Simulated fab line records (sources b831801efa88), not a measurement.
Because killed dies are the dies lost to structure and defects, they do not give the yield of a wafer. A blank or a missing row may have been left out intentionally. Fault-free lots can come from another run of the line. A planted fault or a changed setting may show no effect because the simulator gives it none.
A struck lot beside a sound one | flow sky130 | 14 steps out of a route of 708
Sound: wafers L904.4, L904.5, L904.6. The struck wafers were L919.2, L919.5, L919.6. The cause is given at the end.
For every step that has rows: the tool of each side, followed by ch and its chambers, followed by its first start. Under that, the readings that differ: sound wafers | struck wafers | difference of the means | sigmas: that difference in standard deviations of wafers without a fault.
alike: a reading whose means differ by less than 2 such deviations, as well as words and numbers matching on both sides. not compared: withheld readings; readings where some wafer has no value; bounds like >300 that might hide an equal value; numbers whose values overlap and for which the record gives no deviation.
A row with sigmas, a row that says differs or no value, or rows on one side alone: a step with any of these is where the two part. When numbers do not overlap yet have no deviation, they are printed without sigmas and do not part them. Lack of a reading on every wafer of one side parts them only where that side has two or more wafers.

first, 6 steps without rows for these wafers: SKY_METAL4_COAT_07 (resist thk 60 nm); SKY_METAL4_COAT_08 (resist thk 1140 nm); SKY_METAL4_SOFTBAKE_09 (time 90 s); SKY_METAL4_EXPOSE_10 (exposes mask MM4, target cd 300 nm); SKY_METAL4_PEB_11; SKY_METAL4_DEVELOP_12 (develop time 60 s).
SKY_METAL4_CD_MEAS_13 targets a cd of 300 nm.
  sound on cdSem-02, day 41 20:04; struck on cdSem-01, day 45 19:20
  alike: cdNm
SKY_METAL4_OVL_MEAS_14:
  sound on overlay-01, day 41 20:09; struck on overlay-01, day 45 19:26
  alike: METAL4_OVL
SKY_METAL4_DESCUM_15: chemistry O2, time 8 s.
  sound on rieMetal-01 ch 0,1, day 41 20:11; struck on rieMetal-01 ch 0,1, day 45 19:28
  alike: drypumpMotorCurrentA, heBacksideLeakSccm, oesProductAu
  not compared: rfHoursCounterH
SKY_METAL4_ETCH_16: etches BARC in N2/H2, stops on SiO2, time 88.2 s, target depth 60 nm.
  sound on rieMetal-01 ch 0,1, day 41 20:14; struck on rieMetal-01 ch 0,1, day 45 19:30
  alike: drypumpMotorCurrentA, heBacksideLeakSccm, oesProductAu, throttleValvePct
  not compared: rfHoursCounterH
SKY_METAL4_ETCH_17: etches SiO2 in C4F8/O2/Ar, stops on TiN, time 3.9 s, target depth 15 nm.
  sound on rieDiel-03 ch 0,3, day 41 20:18; struck on rieDiel-03 ch 0,1,3, day 45 19:36
  alike: oesProductAu
  not compared: rfHoursCounterH
SKY_METAL4_METAL_ETCH_18: etches the open film in Cl2/BCl3, stops on SiO2, target depth 845 nm, time 183.1 s.
  sound on rieMetal-02 ch 0,1, day 41 20:22; struck on rieMetal-04 ch 0,1, day 45 19:37
  alike: drypumpMotorCurrentA, heBacksideLeakSccm, oesProductAu, throttleValvePct
  not compared: rfHoursCounterH
SKY_METAL4_STRIP_19: strips in O2/N2.
  sound on plasmaAsher-04 ch 0,1, day 41 20:32; struck on plasmaAsher-04 ch 0,1, day 45 19:47
  no value came back on the struck wafers for chamberPressureMTorr (mTorr), drypumpMotorCurrentA (A), oesProductAu (a.u.), stripTimeToEndpointS (s); on the sound wafers chamberPressureMTorr (mTorr) reads 1500.2 1499.5 1501.2
reading                                      | sound | struck            | difference | sigmas
model.KrF-thick_of_METAL4_COAT_08.thkNm (nm) | 0 0 0 | 512.8 517.9 532.5 | +521.1     | 
  not compared: rfHoursCounterH
then, 1 step without rows for these wafers: SKY_METAL4_STRIP_20 (strips in post etch residue remover, time 1200 s).

== WHERE THEY PART ==
SKY_METAL4_STRIP_19 only, going by this record.

WHY: what had been put in by the simulator
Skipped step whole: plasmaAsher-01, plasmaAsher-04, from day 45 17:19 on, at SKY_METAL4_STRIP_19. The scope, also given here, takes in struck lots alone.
